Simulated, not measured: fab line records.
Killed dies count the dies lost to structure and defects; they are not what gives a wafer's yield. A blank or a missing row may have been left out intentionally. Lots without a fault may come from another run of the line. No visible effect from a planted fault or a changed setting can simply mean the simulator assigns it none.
A lot that was struck, set against a sound lot | flow sky130 | 15 out of 708 route steps
Sound: wafers L500.2, L500.3, L500.5. Struck: wafers L521.2, L521.5, L521.6. The cause is given at the end.
At each step with rows: each side's tool, then ch and its chambers, then its first start. Under that, the readings that differ: sound wafers | struck wafers | difference of the means | sigmas: that difference in standard deviations of wafers without a fault.
alike: words and numbers the same on both sides, and readings whose means are apart by under 2 such deviations; not compared: readings that were withheld, readings missing a value for some wafer, numbers with overlapping values and no deviation given by the record, and bounds like >300 which may hide the same value.
Wherever a step has rows on one side only, a row that says differs or no value, or a row with sigmas, the two part there. Numbers that have no deviation but don't overlap get no sigmas and don't part them. A reading missing from all wafers of one side parts the sides only when that side holds two or more wafers.

first, 1 step without rows for these wafers: SKY_LDD_N_IMPLANT_15.
SKY_LDD_N_STRIP_16: strips in O2/N2.
  sound on plasma-asher-01 ch 0,1, day 19 02:35; struck on plasma-asher-03 ch 0,1, day 26 03:49
  alike: drypump-motor-current-A, oes-product-au, strip-time-to-endpoint-s
  not compared: rf-hours-counter-h
SKY_LDD_N_TW_MEAS_17:
  struck on film-metro-03, day 26 03:56; sound on film-metro-04, day 19 02:41
  alike: LDD_N_TW
then, 7 steps without rows for these wafers: SKY_LDD_P_DEHYDRATE_00 (time 60 s); SKY_LDD_P_HMDS_01 (prime time 60 s); SKY_LDD_P_COAT_02 (resist thk 1140 nm); SKY_LDD_P_SOFTBAKE_03 (time 60 s); SKY_LDD_P_EXPOSE_04 (exposes mask PSDM, target cd 380 nm); SKY_LDD_P_PEB_05; SKY_LDD_P_DEVELOP_06 (develop time 60 s).
SKY_LDD_P_CD_MEAS_07: target cd 380 nm.
  struck on cd-sem-02, day 27 09:47; sound on cd-sem-01, day 20 09:43
  alike: cd-nm
SKY_LDD_P_OVL_MEAS_08:
  struck on overlay-02, day 27 09:54; sound on overlay-02, day 20 09:49
  alike: LDD_P_OVL
SKY_LDD_P_IMPLANT_09:
  sound on implanter-04 ch 0, day 20 09:58; struck on implanter-01 ch 0, day 27 09:58
  reading                   | sound                | struck               | difference | sigmas
  beam-energy-keV           | 25.011 24.995 25.006 | 26.761 26.757 26.758 | +1.755     | +99 or more
  model.implant.rp-nm (nm)  | 20.49 20.49 20.49    | 21.66 21.66 21.66    | +1.17      |
  model.implant.drp-nm (nm) | 11.41 11.41 11.41    | 11.97 11.97 11.97    | +0.56      |
  alike: dose-ions-cm2
SKY_LDD_P_STRIP_10: strips in O2/N2.
  sound on plasma-asher-04 ch 0,1, day 20 10:05; struck on plasma-asher-02 ch 0,1, day 27 10:05
  alike: drypump-motor-current-A, oes-product-au, strip-time-to-endpoint-s
  not compared: rf-hours-counter-h
-- a jump in the record: the struck wafers' starts before and after are 24 days apart (it breaks off in module LDD_P and resumes in module PAD_OPEN, where the first step shown is number 708 of the route) --
SKY_PAD_OPEN_PROBE_99:
  struck on prober-02, day 51 12:58; sound on prober-01, day 47 07:04
  alike: killed_at_M0_to_M3, killed_at_M4_up, killed-at-contacts, killed-at-front-end, killed-at-other, killed-dies, killed-open, killed-short

## WHERE THEY PART
At SKY_LDD_P_IMPLANT_09 and nowhere else, as far as this record goes. Later steps at which nothing parts them and some readings are alike: SKY_LDD_P_STRIP_10, SKY_PAD_OPEN_PROBE_99.

WHY: the cause the simulator had injected
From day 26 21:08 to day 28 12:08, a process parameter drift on implanter-01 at SKY_LDD_P_IMPLANT_09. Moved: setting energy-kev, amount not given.
